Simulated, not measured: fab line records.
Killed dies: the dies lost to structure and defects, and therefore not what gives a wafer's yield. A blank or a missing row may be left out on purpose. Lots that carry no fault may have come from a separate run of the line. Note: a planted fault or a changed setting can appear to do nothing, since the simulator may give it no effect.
The tool behind it: which one? | flow gf180mcu | 36 wafers from 12 lots sampled at 4 of the route's 602 steps

WHAT THE GAUGES SHOWED, per wafer
GF_M3_RS_MEAS_05: the measuring method here is four-point-probe.
lot  | measured     | on            | M3_ALCU_RS (ohm/sq)
L776 | day 20 08:32 | film-metro-02 | 0.0683 0.0696 0.0688
L778 | day 21 04:34 | film-metro-01 | 0.0677 0.0687 0.0677
L779 | day 21 09:14 | film-metro-02 | 0.0684 0.0686 0.0685
L781 | day 22 08:21 | film-metro-01 | 0.0705 0.0701 0.0699
L783 | day 23 09:17 | film-metro-03 | 0.0692 0.0694 0.0688
L786 | day 24 12:53 | film-metro-03 | 0.0698 0.0693 0.0695
L785 | day 24 16:07 | film-metro-03 | 0.0697 0.0712 0.0705
L788 | day 25 03:52 | film-metro-02 | 0.0693 0.0696 0.0688
L789 | day 25 11:53 | film-metro-03 | 0.0701 0.0694 0.0703
L791 | day 25 15:44 | film-metro-01 | 0.0698 0.0696 0.0692
L797 | day 27 18:50 | film-metro-01 | 0.0695 0.0706 0.0698
L798 | day 28 15:53 | film-metro-02 | 0.0700 0.0697 0.0689

GF_M3_CD_MEAS_14 targets a cd of 280 nm.
lot  | measured     | on        | cd-nm (nm)
L776 | day 21 08:09 | cd-sem-02 | 279.2 279.8 280.2
L778 | day 22 03:51 | cd-sem-01 | 279.3 278.7 279.2
L779 | day 22 08:13 | cd-sem-02 | 278.8 278.4 278.3
L781 | day 23 06:38 | cd-sem-02 | 278.5 279.8 279.0
L783 | day 24 07:46 | cd-sem-01 | 279.6 280.6 280.1
L786 | day 25 09:46 | cd-sem-02 | 280.9 280.7 281.3
L785 | day 25 14:12 | cd-sem-01 | 280.9 281.5 281.8
L788 | day 26 00:47 | cd-sem-02 | 280.6 280.5 280.7
L789 | day 26 08:53 | cd-sem-02 | 245.2 271.0 246.0
L791 | day 26 12:18 | cd-sem-02 | 267.4 269.3 262.8
L797 | day 28 14:49 | cd-sem-01 | 280.4 280.7 280.9
L798 | day 29 10:59 | cd-sem-02 | 279.1 279.0 278.6

TOOL THAT RAN EACH LOT (tool first, then ch and the chambers of the sampled wafers, then the start)
lot  | GF_SALICIDE_SPUTTER_03       | GF_M3_EXPOSE_11
L776 | pvd-sputter-01, day 15 04:34 | krf-scanner-02 ch 0, day 20 20:40
L778 | pvd-sputter-01, day 15 21:56 | krf-scanner-02 ch 0, day 21 16:56
L779 | pvd-sputter-03, day 16 04:24 | krf-scanner-02 ch 0, day 21 21:07
L781 | pvd-sputter-02, day 17 00:52 | krf-scanner-01 ch 0, day 22 19:54
L783 | pvd-sputter-03, day 18 02:57 | krf-scanner-01 ch 0, day 23 20:50
L786 | pvd-sputter-03, day 19 07:57 | krf-scanner-01 ch 0, day 24 23:28
L785 | pvd-sputter-01, day 19 10:54 | krf-scanner-02 ch 0, day 25 03:58
L788 | pvd-sputter-03, day 20 00:00 | krf-scanner-02 ch 0, day 25 14:26
L789 | pvd-sputter-02, day 20 09:20 | krf-scanner-01 ch 0, day 25 22:21
L791 | pvd-sputter-01, day 20 15:01 | krf-scanner-01 ch 0, day 26 02:10
L797 | pvd-sputter-02, day 23 00:11 | krf-scanner-02 ch 0, day 28 05:07
L798 | pvd-sputter-01, day 23 21:53 | krf-scanner-02 ch 0, day 29 01:36
- GF_SALICIDE_SPUTTER_03: material TiN, target thk 20 nm, time 16.7 s.
- GF_M3_EXPOSE_11: exposes mask Metal3, target cd 280 nm.

WHAT THE TOOLS THEMSELVES READ (means of the sampled wafers that have a number; where no wafer has one, the mark that the record gives instead)
GF_SALICIDE_SPUTTER_03.
lot  | tool           | throttle-valve-pct (%)
L776 | pvd-sputter-01 | 30.3
L778 | pvd-sputter-01 | 29.8
L779 | pvd-sputter-03 | 28.6
L781 | pvd-sputter-02 | 29.7
L783 | pvd-sputter-03 | 29.1
L786 | pvd-sputter-03 | 28.3
L785 | pvd-sputter-01 | 30.4
L788 | pvd-sputter-03 | 29.0
L789 | pvd-sputter-02 | 28.9
L791 | pvd-sputter-01 | 30.4
L797 | pvd-sputter-02 | 30.2
L798 | pvd-sputter-01 | 29.5

GF_M3_EXPOSE_11.
lot  | tool           | exposure-dose-mJ-cm2
L776 | krf-scanner-02 | 27.86
L778 | krf-scanner-02 | 27.88
L779 | krf-scanner-02 | 27.88
L781 | krf-scanner-01 | 28.01
L783 | krf-scanner-01 | 27.99
L786 | krf-scanner-01 | 27.97
L785 | krf-scanner-02 | 27.84
L788 | krf-scanner-02 | 27.84
L789 | krf-scanner-01 | 27.99
L791 | krf-scanner-01 | 27.99
L797 | krf-scanner-02 | 27.83
L798 | krf-scanner-02 | 27.84

THE ANSWER, worked out from the rows above alone
Rule: usual is defined by the lots themselves. The widest of any qualifying gaps counts: lots, ordered by their means at a reading, are off when they make up no more than a third of the lots, leave a main group of 4 or more, and stand apart from it by 3 or more times the standard deviation of that group's means. If all means in a main group match to the digits the tables above print for the reading, that group is not used. Also off: a lot with no number at a reading for which 4 or more lots have one. All remaining lots with rows at the step are treated as sound. Order of review: gauges by route order, followed by the tools' own readings, for which a lot's mean as printed above is used. The first step at which some lot is off is used, and at that step the reading that is off furthest; a lot without a number counts as furthest.
Off, at GF_M3_CD_MEAS_14 on cd-nm: L789, L791. Mean 279.9 nm and standard deviation 0.94 in the main group.
A tool fits if, at a process step before that reading, it ran every lot that is off, and no sound lot after the first of them. Gauges at GF_M3_CD_MEAS_14: tried the same way as those tools. One candidate fits, namely krf-scanner-01 at GF_M3_EXPOSE_11. Its last sound lot is L786 (day 24 23:28), its first lot that is off L789 (day 25 22:21): a fault that began between those two fits.

WHAT HAD BEEN PUT IN BY THE SIMULATOR
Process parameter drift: krf-scanner-01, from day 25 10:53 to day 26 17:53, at GF_M3_EXPOSE_11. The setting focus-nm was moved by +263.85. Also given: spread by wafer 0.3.
Lots struck among those shown: L789, L791. The rule above found the same.
